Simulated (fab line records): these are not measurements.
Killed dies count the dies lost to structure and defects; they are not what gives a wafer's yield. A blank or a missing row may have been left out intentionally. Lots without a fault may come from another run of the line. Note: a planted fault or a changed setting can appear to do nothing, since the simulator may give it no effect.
fab line records -- flow sky130
record lots=24, wafers=72, last-day=50
route steps=708 shown METAL1@450 VIA1@480 METAL4@629 VIA4@642 PAD_OPEN@707
lots with no fault: from the same line, run without faults
start-h: hours from the record's opening day to when the first of the lot's shown wafers began -- wait-h: time in hours since the lot's previous step -- " as in the row above -- L1.1+2: several wafers, shown together as one row -- - either no value or no given start -- * or withheld: withheld -- < > ~ a bound
route shown NAME@n: a module of which the file shows steps, and the number in the route of the first -- usual: the fault-free wafers' mean and standard deviation -- same: alike in all rows -- chamber/n: place in a boat -- sites: per-site readings -- _std_site: how widely they spread, as a standard deviation -- _edge_site: mean of outer sites minus mean of inner sites -- radius-mm: how far each site lies from the wafer's centre -- mask NAME#n: copy n -- behind: the most recent tool/chamber to have shaped the wafer -- hold: why the lot was held/for how many hours/how that ended -- device: transistor that didn't switch, given as n, p or np -- end of line: at the end of the route, the tests of the same wafers -- for a step that has no rows: nothing shown but its recipe -- killed: dies lost to structure and defects at the first sort, not the wafer's yield -- map: a wafer's dies, marking killed ones x, the rest . and places with no die _
set.NAME: the setting as run; set.NAME@STEP: as run at that earlier step -- model.NAME: the simulator's own value behind a step, which no gauge read
a sample of lots followed through the steps of the route, with each step as a table and each wafer as a row
## steps
# step SKY_METAL1_OVL_MEAS_16
# usual METAL1_OVL=-1/5.5
lot.wafer,tool,chamber,start-h,wait-h,METAL1_OVL[nm]
L074.3,overlay-01,-,787.00,0.1,-5
L074.4,overlay-01,-,787.00,0.1,-2
L074.6,overlay-01,-,787.00,0.1,3
L075.1,overlay-02,-,789.34,0.1,1
L075.3,overlay-02,-,789.34,0.1,2
L075.4,overlay-02,-,789.34,0.1,5
L077.4,overlay-02,-,791.15,0.1,-7
L077.5,overlay-02,-,791.15,0.1,-5
L077.6,overlay-02,-,791.15,0.1,-2
L076.4,overlay-02,-,791.51,0.1,-3
L076.5,overlay-02,-,791.51,0.1,-4
L076.6,overlay-02,-,791.51,0.1,0
L078.2,overlay-02,-,836.38,0.1,0
L078.4,overlay-02,-,836.38,0.1,3
L078.5,overlay-02,-,836.38,0.1,-2
L079.1,overlay-02,-,838.32,0.1,-3
L079.2,overlay-02,-,838.32,0.1,0
L079.3,overlay-02,-,838.32,0.1,2
L080.1,overlay-01,-,838.59,0.1,0
L080.2,overlay-01,-,838.59,0.1,-2
L080.4,overlay-01,-,838.59,0.1,-2
L081.1,overlay-02,-,839.78,0.1,-3
L081.2,overlay-02,-,839.78,0.1,3
L081.4,overlay-02,-,839.78,0.1,9
L082.1,overlay-01,-,840.44,0.1,-4
L082.4,overlay-01,-,840.44,0.1,-8
L082.6,overlay-01,-,840.44,0.1,1
L084.2,overlay-01,-,847.30,0.1,11
L084.4,overlay-01,-,847.30,0.1,8
L084.5,overlay-01,-,847.30,0.1,5
L083.2,overlay-02,-,850.30,0.1,-2
L083.4,overlay-02,-,850.30,0.1,-5
L083.6,overlay-02,-,850.30,0.1,-7
L085.1,overlay-01,-,850.41,0.1,-8
L085.2,overlay-01,-,850.41,0.1,-9
L085.3,overlay-01,-,850.41,0.1,-7
L086.3,overlay-01,-,851.79,0.1,-1
L086.5,overlay-01,-,851.79,0.1,2
L086.6,overlay-01,-,851.79,0.1,6
L087.2,overlay-02,-,862.39,0.1,11
L087.4,overlay-02,-,862.39,0.1,13
L087.6,overlay-02,-,862.39,0.1,8
L088.2,overlay-02,-,874.00,0.1,-1
L088.3,overlay-02,-,874.00,0.1,-1
L088.5,overlay-02,-,874.00,0.1,0
L089.2,overlay-02,-,876.83,0.1,2
L089.3,overlay-02,-,876.83,0.1,-2
L089.4,overlay-02,-,876.83,0.1,2
L090.1,overlay-02,-,890.52,0.1,1
L090.2,overlay-02,-,890.52,0.1,1
L090.5,overlay-02,-,890.52,0.1,-2
L091.1,overlay-02,-,895.28,0.1,-14
L091.4,overlay-02,-,895.28,0.1,-11
L091.5,overlay-02,-,895.28,0.1,-11
L092.1,overlay-02,-,899.29,0.1,3
L092.2,overlay-02,-,899.29,0.1,2
L092.5,overlay-02,-,899.29,0.1,2
L093.1,overlay-02,-,915.53,0.1,7
L093.2,overlay-02,-,915.53,0.1,5
L093.6,overlay-02,-,915.53,0.1,5
L094.4,overlay-01,-,916.51,0.1,-8
L094.5,overlay-01,-,916.51,0.1,-2
L094.6,overlay-01,-,916.51,0.1,-7
L095.1,overlay-02,-,927.19,0.1,2
L095.4,overlay-02,-,927.19,0.1,-2
L095.6,overlay-02,-,927.19,0.1,5
L096.1,overlay-02,-,931.58,0.1,-11
L096.3,overlay-02,-,931.58,0.1,-10
L096.6,overlay-02,-,931.58,0.1,-7
L097.2,overlay-01,-,936.74,0.1,-3
L097.4,overlay-01,-,936.74,0.1,-4
L097.6,overlay-01,-,936.74,0.1,-1
# step SKY_VIA1_RS_MEAS_22
# recipe thk-meas-gauge=four-point-probe, reads=W_of_VIA1_CVD_21+TiN_of_VIA1_SPUTTER_20
# usual VIA1_W_RS=0.430/0.005
lot.wafer,tool,chamber,start-h,wait-h,VIA1_W_RS[ohm/sq]
L074.3,film-metro-04,-,816.99,0.1,0.425
L074.4,film-metro-04,-,816.99,0.1,0.435
L074.6,film-metro-04,-,816.99,0.1,0.429
L075.1,film-metro-03,-,819.20,0.1,0.434
L075.3,film-metro-03,-,819.20,0.1,0.428
L075.4,film-metro-03,-,819.20,0.1,0.439
L077.4,film-metro-02,-,820.26,0.1,0.421
L077.5,film-metro-02,-,820.26,0.1,0.422
L077.6,film-metro-02,-,820.26,0.1,0.429
L076.4,film-metro-04,-,821.12,0.1,0.424
L076.5,film-metro-04,-,821.12,0.1,0.424
L076.6,film-metro-04,-,821.12,0.1,0.428
L078.2,film-metro-04,-,865.19,0.1,0.422
L078.4,film-metro-04,-,865.19,0.1,0.427
L078.5,film-metro-04,-,865.19,0.1,0.429
L079.1,film-metro-04,-,866.20,0.1,0.423
L079.2,film-metro-04,-,866.20,0.1,0.432
L079.3,film-metro-04,-,866.20,0.1,0.423
L080.1,film-metro-02,-,866.51,0.1,0.425
L080.2,film-metro-02,-,866.51,0.1,0.423
L080.4,film-metro-02,-,866.51,0.1,0.427
L081.1,film-metro-02,-,867.35,0.1,0.426
L081.2,film-metro-02,-,867.35,0.1,0.436
L081.4,film-metro-02,-,867.35,0.1,0.426
L082.1,film-metro-02,-,868.51,0.1,0.427
L082.4,film-metro-02,-,868.51,0.1,0.430
L082.6,film-metro-02,-,868.51,0.1,0.427
L084.2,film-metro-02,-,875.08,0.1,0.424
L084.4,film-metro-02,-,875.08,0.1,0.424
L084.5,film-metro-02,-,875.08,0.1,0.431
L083.2,film-metro-02,-,878.07,0.1,0.429
L083.4,film-metro-02,-,878.07,0.1,0.429
L083.6,film-metro-02,-,878.07,0.1,0.434
L085.1,film-metro-03,-,878.90,0.2,0.424
L085.2,film-metro-03,-,878.90,0.2,0.432
L085.3,film-metro-03,-,878.90,0.2,0.422
L086.3,film-metro-03,-,879.60,0.1,0.425
L086.5,film-metro-03,-,879.60,0.1,0.431
L086.6,film-metro-03,-,879.60,0.1,0.427
L087.2,film-metro-03,-,890.04,0.1,0.434
L087.4,film-metro-03,-,890.04,0.1,0.424
L087.6,film-metro-03,-,890.04,0.1,0.426
L088.2,film-metro-03,-,902.68,0.1,0.440
L088.3,film-metro-03,-,902.68,0.1,0.432
L088.5,film-metro-03,-,902.68,0.1,0.435
L089.2,film-metro-04,-,904.47,0.1,0.431
L089.3,film-metro-04,-,904.47,0.1,0.431
L089.4,film-metro-04,-,904.47,0.1,0.433
L090.1,film-metro-04,-,918.49,0.1,0.429
L090.2,film-metro-04,-,918.49,0.1,0.429
L090.5,film-metro-04,-,918.49,0.1,0.430
L091.1,film-metro-04,-,923.19,0.1,0.436
L091.4,film-metro-04,-,923.19,0.1,0.429
L091.5,film-metro-04,-,923.19,0.1,0.434
L092.1,film-metro-04,-,926.31,0.1,0.436
L092.2,film-metro-04,-,926.31,0.1,0.431
L092.5,film-metro-04,-,926.31,0.1,0.437
L093.1,film-metro-03,-,942.14,0.1,0.428
L093.2,film-metro-03,-,942.14,0.1,0.429
L093.6,film-metro-03,-,942.14,0.1,0.428
L094.4,film-metro-03,-,943.47,0.1,0.436
L094.5,film-metro-03,-,943.47,0.1,0.441
L094.6,film-metro-03,-,943.47,0.1,0.442
L095.1,film-metro-02,-,954.00,0.1,0.426
L095.4,film-metro-02,-,954.00,0.1,0.428
L095.6,film-metro-02,-,954.00,0.1,0.430
L096.1,film-metro-04,-,958.00,0.1,0.431
L096.3,film-metro-04,-,958.00,0.1,0.430
L096.6,film-metro-04,-,958.00,0.1,0.430
L097.2,film-metro-02,-,963.58,0.1,0.427
L097.4,film-metro-02,-,963.58,0.1,0.425
L097.6,film-metro-02,-,963.58,0.1,0.429
# step SKY_METAL4_CD_MEAS_13
# recipe target-cd-nm=300
# usual cd-nm=300.3/1.5
lot.wafer,tool,chamber,start-h,wait-h,cd-nm
L074.3,cd-sem-02,-,1001.36,-,300.7
L074.4,cd-sem-02,-,1001.36,-,299.7
L074.6,cd-sem-02,-,1001.36,-,300.2
L075.1,cd-sem-02,-,1001.97,-,298.5
L075.3,cd-sem-02,-,1001.97,-,300.4
L075.4,cd-sem-02,-,1001.97,-,300.1
L077.4,cd-sem-01,-,1002.27,-,299.6
L077.5,cd-sem-01,-,1002.27,-,300.7
L077.6,cd-sem-01,-,1002.27,-,301.0
L076.4,cd-sem-01,-,1003.27,-,298.8
L076.5,cd-sem-01,-,1003.27,-,298.8
L076.6,cd-sem-01,-,1003.27,-,298.7
L078.2,cd-sem-02,-,1043.29,-,302.1
L078.4,cd-sem-02,-,1043.29,-,301.0
L078.5,cd-sem-02,-,1043.29,-,301.5
L079.1,cd-sem-01,-,1043.41,-,299.7
L079.2,cd-sem-01,-,1043.41,-,299.7
L079.3,cd-sem-01,-,1043.41,-,301.6
L081.1,cd-sem-02,-,1043.97,-,301.0
L081.2,cd-sem-02,-,1043.97,-,300.8
L081.4,cd-sem-02,-,1043.97,-,302.7
L080.1,cd-sem-01,-,1044.62,-,298.6
L080.2,cd-sem-01,-,1044.62,-,298.7
L080.4,cd-sem-01,-,1044.62,-,297.6
L082.1,cd-sem-01,-,1045.77,-,298.4
L082.4,cd-sem-01,-,1045.77,-,297.2
L082.6,cd-sem-01,-,1045.77,-,298.1
L084.2,cd-sem-02,-,1051.09,-,297.7
L084.4,cd-sem-02,-,1051.09,-,298.8
L084.5,cd-sem-02,-,1051.09,-,297.8
L083.2,cd-sem-02,-,1053.29,-,301.5
L083.4,cd-sem-02,-,1053.29,-,302.7
L083.6,cd-sem-02,-,1053.29,-,301.7
L085.1,cd-sem-02,-,1053.62,-,299.0
L085.2,cd-sem-02,-,1053.62,-,300.1
L085.3,cd-sem-02,-,1053.62,-,299.5
L086.3,cd-sem-02,-,1054.61,-,300.4
L086.5,cd-sem-02,-,1054.61,-,300.3
L086.6,cd-sem-02,-,1054.61,-,301.0
L087.2,cd-sem-02,-,1064.78,-,299.4
L087.4,cd-sem-02,-,1064.78,-,298.2
L087.6,cd-sem-02,-,1064.78,-,298.3
L088.2,cd-sem-01,-,1073.44,-,299.6
L088.3,cd-sem-01,-,1073.44,-,300.0
L088.5,cd-sem-01,-,1073.44,-,299.2
L089.2,cd-sem-01,-,1074.89,-,300.1
L089.3,cd-sem-01,-,1074.89,-,300.4
L089.4,cd-sem-01,-,1074.89,-,300.3
L090.1,cd-sem-01,-,1087.52,-,301.3
L090.2,cd-sem-01,-,1087.52,-,302.3
L090.5,cd-sem-01,-,1087.52,-,301.1
L091.1,cd-sem-01,-,1090.67,-,301.4
L091.4,cd-sem-01,-,1090.67,-,300.0
L091.5,cd-sem-01,-,1090.67,-,301.5
L092.1,cd-sem-02,-,1094.26,-,297.9
L092.2,cd-sem-02,-,1094.26,-,297.4
L092.5,cd-sem-02,-,1094.26,-,299.3
L093.1,cd-sem-02,-,1105.51,-,304.0
L093.2,cd-sem-02,-,1105.51,-,303.2
L093.6,cd-sem-02,-,1105.51,-,304.9
L094.4,cd-sem-01,-,1108.88,-,300.9
L094.5,cd-sem-01,-,1108.88,-,300.9
L094.6,cd-sem-01,-,1108.88,-,299.5
L095.1,cd-sem-01,-,1117.12,-,302.1
L095.4,cd-sem-01,-,1117.12,-,303.8
L095.6,cd-sem-01,-,1117.12,-,302.3
L096.1,cd-sem-01,-,1119.11,-,300.7
L096.3,cd-sem-01,-,1119.11,-,300.8
L096.6,cd-sem-01,-,1119.11,-,300.7
L097.2,cd-sem-02,-,1125.04,-,299.8
L097.4,cd-sem-02,-,1125.04,-,301.2
L097.6,cd-sem-02,-,1125.04,-,300.7
# step SKY_VIA4_BOW_MEAS_03
# recipe mode=bow
# usual VIA4_BOW=80/7.2
lot.wafer,tool,chamber,start-h,wait-h,VIA4_BOW[um]
L074.3,film-metro-01,-,1003.01,0.2,64
L074.4,film-metro-01,-,1003.01,0.2,84
L074.6,film-metro-01,-,1003.01,0.2,68
L075.1,film-metro-01,-,1003.91,0.1,85
L075.3,film-metro-01,-,1003.91,0.1,87
L075.4,film-metro-01,-,1003.91,0.1,84
L077.4,film-metro-02,-,1004.27,0.3,86
L077.5,film-metro-02,-,1004.27,0.3,77
L077.6,film-metro-02,-,1004.27,0.3,80
L076.4,film-metro-02,-,1005.47,0.2,72
L076.5,film-metro-02,-,1005.47,0.2,79
L076.6,film-metro-02,-,1005.47,0.2,74
L078.2,film-metro-02,-,1045.03,0.2,60
L078.4,film-metro-02,-,1045.03,0.2,75
L078.5,film-metro-02,-,1045.03,0.2,68
L079.1,film-metro-02,-,1045.31,0.2,88
L079.2,film-metro-02,-,1045.31,0.2,78
L079.3,film-metro-02,-,1045.31,0.2,85
L081.1,film-metro-04,-,1045.75,0.2,70
L081.2,film-metro-04,-,1045.75,0.2,86
L081.4,film-metro-04,-,1045.75,0.2,85
L080.1,film-metro-04,-,1046.32,0.1,78
L080.2,film-metro-04,-,1046.32,0.1,78
L080.4,film-metro-04,-,1046.32,0.1,79
L082.1,film-metro-01,-,1047.56,0.2,83
L082.4,film-metro-01,-,1047.56,0.2,79
L082.6,film-metro-01,-,1047.56,0.2,70
L084.2,film-metro-01,-,1052.83,0.3,72
L084.4,film-metro-01,-,1052.83,0.3,81
L084.5,film-metro-01,-,1052.83,0.3,83
L083.2,film-metro-02,-,1055.09,0.3,78
L083.4,film-metro-02,-,1055.09,0.3,70
L083.6,film-metro-02,-,1055.09,0.3,65
L085.1,film-metro-04,-,1055.37,0.1,85
L085.2,film-metro-04,-,1055.37,0.1,88
L085.3,film-metro-04,-,1055.37,0.1,82
L086.3,film-metro-02,-,1056.22,0.2,88
L086.5,film-metro-02,-,1056.22,0.2,81
L086.6,film-metro-02,-,1056.22,0.2,88
L087.2,film-metro-01,-,1066.40,0.1,82
L087.4,film-metro-01,-,1066.40,0.1,90
L087.6,film-metro-01,-,1066.40,0.1,88
L088.2,film-metro-02,-,1075.08,0.3,85
L088.3,film-metro-02,-,1075.08,0.3,74
L088.5,film-metro-02,-,1075.08,0.3,74
L089.2,film-metro-04,-,1076.55,0.2,82
L089.3,film-metro-04,-,1076.55,0.2,73
L089.4,film-metro-04,-,1076.55,0.2,90
L090.1,film-metro-04,-,1090.70,0.2,78
L090.2,film-metro-04,-,1090.70,0.2,77
L090.5,film-metro-04,-,1090.70,0.2,77
L091.1,film-metro-01,-,1092.31,0.1,92
L091.4,film-metro-01,-,1092.31,0.1,88
L091.5,film-metro-01,-,1092.31,0.1,100
L092.1,film-metro-01,-,1095.91,0.1,79
L092.2,film-metro-01,-,1095.91,0.1,90
L092.5,film-metro-01,-,1095.91,0.1,88
L093.1,film-metro-02,-,1107.14,0.2,79
L093.2,film-metro-02,-,1107.14,0.2,69
L093.6,film-metro-02,-,1107.14,0.2,86
L094.4,film-metro-01,-,1110.53,0.3,68
L094.5,film-metro-01,-,1110.53,0.3,80
L094.6,film-metro-01,-,1110.53,0.3,80
L095.1,film-metro-04,-,1118.91,0.1,89
L095.4,film-metro-04,-,1118.91,0.1,81
L095.6,film-metro-04,-,1118.91,0.1,87
L096.1,film-metro-02,-,1120.90,0.2,79
L096.3,film-metro-02,-,1120.90,0.2,76
L096.6,film-metro-02,-,1120.90,0.2,68
L097.2,film-metro-04,-,1127.14,0.1,83
L097.4,film-metro-04,-,1127.14,0.1,78
L097.6,film-metro-04,-,1127.14,0.1,72
# step SKY_VIA4_THK_MEAS_20
# recipe thk-meas-gauge=xrf, reads=W_of_VIA4_CVD_18
# usual VIA4_W_THK=517/8.5
lot.wafer,tool,chamber,start-h,wait-h,VIA4_W_THK[nm]
L074.3,film-metro-01,-,1026.34,0.1,515
L074.4,film-metro-01,-,1026.34,0.1,530
L074.6,film-metro-01,-,1026.34,0.1,529
L075.1,film-metro-04,-,1026.74,0.1,518
L075.3,film-metro-04,-,1026.74,0.1,520
L075.4,film-metro-04,-,1026.74,0.1,515
L077.4,film-metro-04,-,1027.13,0.1,505
L077.5,film-metro-04,-,1027.13,0.1,504
L077.6,film-metro-04,-,1027.13,0.1,512
L076.4,film-metro-01,-,1028.55,0.1,516
L076.5,film-metro-01,-,1028.55,0.1,514
L076.6,film-metro-01,-,1028.55,0.1,520
L078.2,film-metro-01,-,1067.95,0.1,527
L078.4,film-metro-01,-,1067.95,0.1,526
L078.5,film-metro-01,-,1067.95,0.1,516
L079.1,film-metro-04,-,1068.80,0.1,497
L079.2,film-metro-04,-,1068.80,0.1,511
L079.3,film-metro-04,-,1068.80,0.1,520
L081.1,film-metro-04,-,1069.15,0.1,517
L081.2,film-metro-04,-,1069.15,0.1,511
L081.4,film-metro-04,-,1069.15,0.1,528
L080.1,film-metro-01,-,1069.99,0.1,532
L080.2,film-metro-01,-,1069.99,0.1,521
L080.4,film-metro-01,-,1069.99,0.1,522
L082.1,film-metro-01,-,1070.55,0.1,515
L082.4,film-metro-01,-,1070.55,0.1,533
L082.6,film-metro-01,-,1070.55,0.1,536
L084.2,film-metro-02,-,1075.91,0.1,525
L084.4,film-metro-02,-,1075.91,0.1,509
L084.5,film-metro-02,-,1075.91,0.1,524
L083.2,film-metro-04,-,1078.27,0.1,512
L083.4,film-metro-04,-,1078.27,0.1,514
L083.6,film-metro-04,-,1078.27,0.1,502
L085.1,film-metro-02,-,1078.91,0.1,522
L085.2,film-metro-02,-,1078.91,0.1,515
L085.3,film-metro-02,-,1078.91,0.1,517
L086.3,film-metro-01,-,1079.23,0.1,515
L086.5,film-metro-01,-,1079.23,0.1,515
L086.6,film-metro-01,-,1079.23,0.1,533
L087.2,film-metro-04,-,1087.97,0.1,505
L087.4,film-metro-04,-,1087.97,0.1,510
L087.6,film-metro-04,-,1087.97,0.1,529
L088.2,film-metro-01,-,1096.52,0.1,530
L088.3,film-metro-01,-,1096.52,0.1,536
L088.5,film-metro-01,-,1096.52,0.1,516
L089.2,film-metro-01,-,1096.96,0.1,516
L089.3,film-metro-01,-,1096.96,0.1,518
L089.4,film-metro-01,-,1096.96,0.1,516
L090.1,film-metro-01,-,1111.80,0.1,517
L090.2,film-metro-01,-,1111.80,0.1,517
L090.5,film-metro-01,-,1111.80,0.1,513
L091.1,film-metro-02,-,1113.97,0.1,519
L091.4,film-metro-02,-,1113.97,0.1,520
L091.5,film-metro-02,-,1113.97,0.1,519
L092.1,film-metro-01,-,1117.11,0.1,519
L092.2,film-metro-01,-,1117.11,0.1,523
L092.5,film-metro-01,-,1117.11,0.1,521
L093.1,film-metro-04,-,1128.30,0.1,516
L093.2,film-metro-04,-,1128.30,0.1,514
L093.6,film-metro-04,-,1128.30,0.1,513
L094.4,film-metro-01,-,1130.07,0.1,518
L094.5,film-metro-01,-,1130.07,0.1,505
L094.6,film-metro-01,-,1130.07,0.1,515
L095.1,film-metro-02,-,1140.25,0.1,510
L095.4,film-metro-02,-,1140.25,0.1,508
L095.6,film-metro-02,-,1140.25,0.1,506
L096.1,film-metro-01,-,1142.64,0.1,525
L096.3,film-metro-01,-,1142.64,0.1,523
L096.6,film-metro-01,-,1142.64,0.1,523
L097.2,film-metro-01,-,1146.61,0.1,529
L097.4,film-metro-01,-,1146.61,0.1,511
L097.6,film-metro-01,-,1146.61,0.1,513
# step SKY_PAD_OPEN_BOW_MEAS_13
# recipe mode=bow
# usual PAD_OPEN_BOW=46/7.1
lot.wafer,tool,chamber,start-h,wait-h,PAD_OPEN_BOW[um]
L074.3,film-metro-02,-,1095.47,-,25
L074.4,film-metro-02,-,1095.47,-,45
L074.6,film-metro-02,-,1095.47,-,29
L075.1,film-metro-02,-,1095.89,-,48
L075.3,film-metro-02,-,1095.89,-,48
L075.4,film-metro-02,-,1095.89,-,48
L077.4,film-metro-02,-,1096.91,-,51
L077.5,film-metro-02,-,1096.91,-,42
L077.6,film-metro-02,-,1096.91,-,46
L076.4,film-metro-01,-,1097.45,-,37
L076.5,film-metro-01,-,1097.45,-,46
L076.6,film-metro-01,-,1097.45,-,39
L078.2,film-metro-03,-,1134.37,-,28
L078.4,film-metro-03,-,1134.37,-,43
L078.5,film-metro-03,-,1134.37,-,35
L079.1,film-metro-01,-,1135.85,-,54
L079.2,film-metro-01,-,1135.85,-,45
L079.3,film-metro-01,-,1135.85,-,51
L081.1,film-metro-03,-,1136.00,-,37
L081.2,film-metro-03,-,1136.00,-,53
L081.4,film-metro-03,-,1136.00,-,53
L080.1,film-metro-01,-,1137.35,-,48
L080.2,film-metro-01,-,1137.35,-,46
L080.4,film-metro-01,-,1137.35,-,50
L082.1,film-metro-02,-,1137.39,-,48
L082.4,film-metro-02,-,1137.39,-,45
L082.6,film-metro-02,-,1137.39,-,36
L084.2,film-metro-03,-,1139.99,-,39
L084.4,film-metro-03,-,1139.99,-,48
L084.5,film-metro-03,-,1139.99,-,49
L085.1,film-metro-03,-,1143.52,-,50
L085.2,film-metro-03,-,1143.52,-,51
L085.3,film-metro-03,-,1143.52,-,46
L083.2,film-metro-02,-,1143.53,-,45
L083.4,film-metro-02,-,1143.53,-,40
L083.6,film-metro-02,-,1143.53,-,32
L086.3,film-metro-02,-,1145.05,-,49
L086.5,film-metro-02,-,1145.05,-,41
L086.6,film-metro-02,-,1145.05,-,47
L087.2,film-metro-03,-,1153.29,-,43
L087.4,film-metro-03,-,1153.29,-,53
L087.6,film-metro-03,-,1153.29,-,50
L088.2,film-metro-01,-,1160.16,-,55
L088.3,film-metro-01,-,1160.16,-,44
L088.5,film-metro-01,-,1160.16,-,45
L089.2,film-metro-01,-,1160.40,-,53
L089.3,film-metro-01,-,1160.40,-,43
L089.4,film-metro-01,-,1160.40,-,61
L090.1,film-metro-02,-,1171.46,-,49
L090.2,film-metro-02,-,1171.46,-,46
L090.5,film-metro-02,-,1171.46,-,47
L091.1,film-metro-03,-,1174.47,-,54
L091.4,film-metro-03,-,1174.47,-,52
L091.5,film-metro-03,-,1174.47,-,62
L092.1,film-metro-01,-,1177.27,-,46
L092.2,film-metro-01,-,1177.27,-,55
L092.5,film-metro-01,-,1177.27,-,55
L093.1,film-metro-02,-,1183.86,-,41
L093.2,film-metro-02,-,1183.86,-,32
L093.6,film-metro-02,-,1183.86,-,49
L094.4,film-metro-02,-,1185.42,-,30
L094.5,film-metro-02,-,1185.42,-,43
L094.6,film-metro-02,-,1185.42,-,43
L095.1,film-metro-02,-,1194.39,-,55
L095.4,film-metro-02,-,1194.39,-,47
L095.6,film-metro-02,-,1194.39,-,54
L096.1,film-metro-02,-,1198.01,-,42
L096.3,film-metro-02,-,1198.01,-,39
L096.6,film-metro-02,-,1198.01,-,32
L097.2,film-metro-02,-,1199.39,-,45
L097.4,film-metro-02,-,1199.39,-,42
L097.6,film-metro-02,-,1199.39,-,34
## key
fault none
